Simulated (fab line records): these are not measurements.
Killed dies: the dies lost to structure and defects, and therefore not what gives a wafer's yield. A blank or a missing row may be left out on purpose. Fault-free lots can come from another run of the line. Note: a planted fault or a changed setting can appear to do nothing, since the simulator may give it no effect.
A lot that was struck, set against a sound lot -- flow gf180mcu -- 16 out of 602 route steps
Sound: wafers L684.2, L684.3, L684.6. The struck wafers were L702.1, L702.5, L702.6. The cause comes at the end.
Order at every step that has rows: each side's tool, ch and its chambers, its first start. Under that, the readings that differ: sound wafers -- struck wafers -- difference of the means -- sigmas: that difference in standard deviations of wafers without a fault.
alike: words and numbers the same on both sides, and readings whose means are apart by under 2 such deviations; not compared: readings that were withheld, readings missing a value for some wafer, numbers with overlapping values and no deviation given by the record, and bounds like >300 which may hide the same value.
Wherever a step has rows on one side only, a row that says differs or no value, or a row with sigmas, the two part there. Numbers that have no deviation but don't overlap get no sigmas and don't part them. A reading missing from all wafers of one side parts the sides only when that side holds two or more wafers.

GF_V3_CMP_04: polishes SiO2.
  sound on cmp-02 ch 2,3, day 21 22:12; struck on cmp-02 ch 1,2, day 28 01:16
  alike: motor current A, platen rpm, slurry filter dp kPa, time to endpoint s
GF_V3_BOW_MEAS_05:
  struck on film metro-01, day 28 01:31; sound on film metro-01, day 21 22:28
  alike: V3_BOW
then, 8 steps without rows for these wafers: GF_V3_DEHYDRATE_06 (time 60 s); GF_V3_HMDS_07 (prime time 60 s); GF_V3_COAT_08; GF_V3_COAT_09 (resist thk 1000 nm); GF_V3_SOFTBAKE_10 (time 60 s); GF_V3_EXPOSE_11 (exposes mask Via3, target cd 260 nm); GF_V3_PEB_12 (peb time 90 s); GF_V3_DEVELOP_13 (develop time 60 s).
GF_V3_CD_MEAS_14 targets a cd of 260 nm.
  struck on cd sem-01, day 28 21:28; sound on cd sem-01, day 22 22:07
  alike: cd nm
GF_V3_OVL_MEAS_15:
  struck on overlay-01, day 28 21:35; sound on overlay-01, day 22 22:13
  alike: V3_OVL
GF_V3_ETCH_16: etches BARC in N2/H2.
  sound on rie diel-03 ch 0,1, day 22 22:14; struck on rie diel-01 ch 0,1,3, day 28 21:38
  no value came back on the struck wafers for any of 5 readings (bias w (W), chamber pressure mTorr (mTorr) and others); on the sound wafers bias w (W) reads 99.57 100.02 99.63
GF_V3_ETCH_17: etches SiO2 in C4F8/O2/Ar, stops on TiN, target depth 635 nm.
  sound on rie diel-03 ch 0,1; struck on rie diel-01 ch 0,1,3
reading,sound,struck,difference,sigmas
oes product au (a.u.),0.859 0.852 0.860,0.374 0.374 0.378,-0.482,-99 or more
  alike: bias w, chamber pressure mTorr
GF_V3_STRIP_18: strips in O2/N2.
  sound on plasma asher-03 ch 0, day 22 22:22; struck on plasma asher-03 ch 0,1, day 28 21:46
reading,sound,struck,difference,sigmas
oes product au (a.u.),0.596 0.580 0.586,0.608 0.615 0.619,+0.027,+6
  alike: drypump motor current A, heater power w, platen temp c
  not compared: rf hours counter h
then, 1 step without rows for these wafers: GF_V3_STRIP_19 (strips in post etch residue remover, time 1200 s).

## WHERE THEY PART
First at GF_V3_ETCH_16; last, within this record, at GF_V3_STRIP_18.

WHY: what the simulator had put in
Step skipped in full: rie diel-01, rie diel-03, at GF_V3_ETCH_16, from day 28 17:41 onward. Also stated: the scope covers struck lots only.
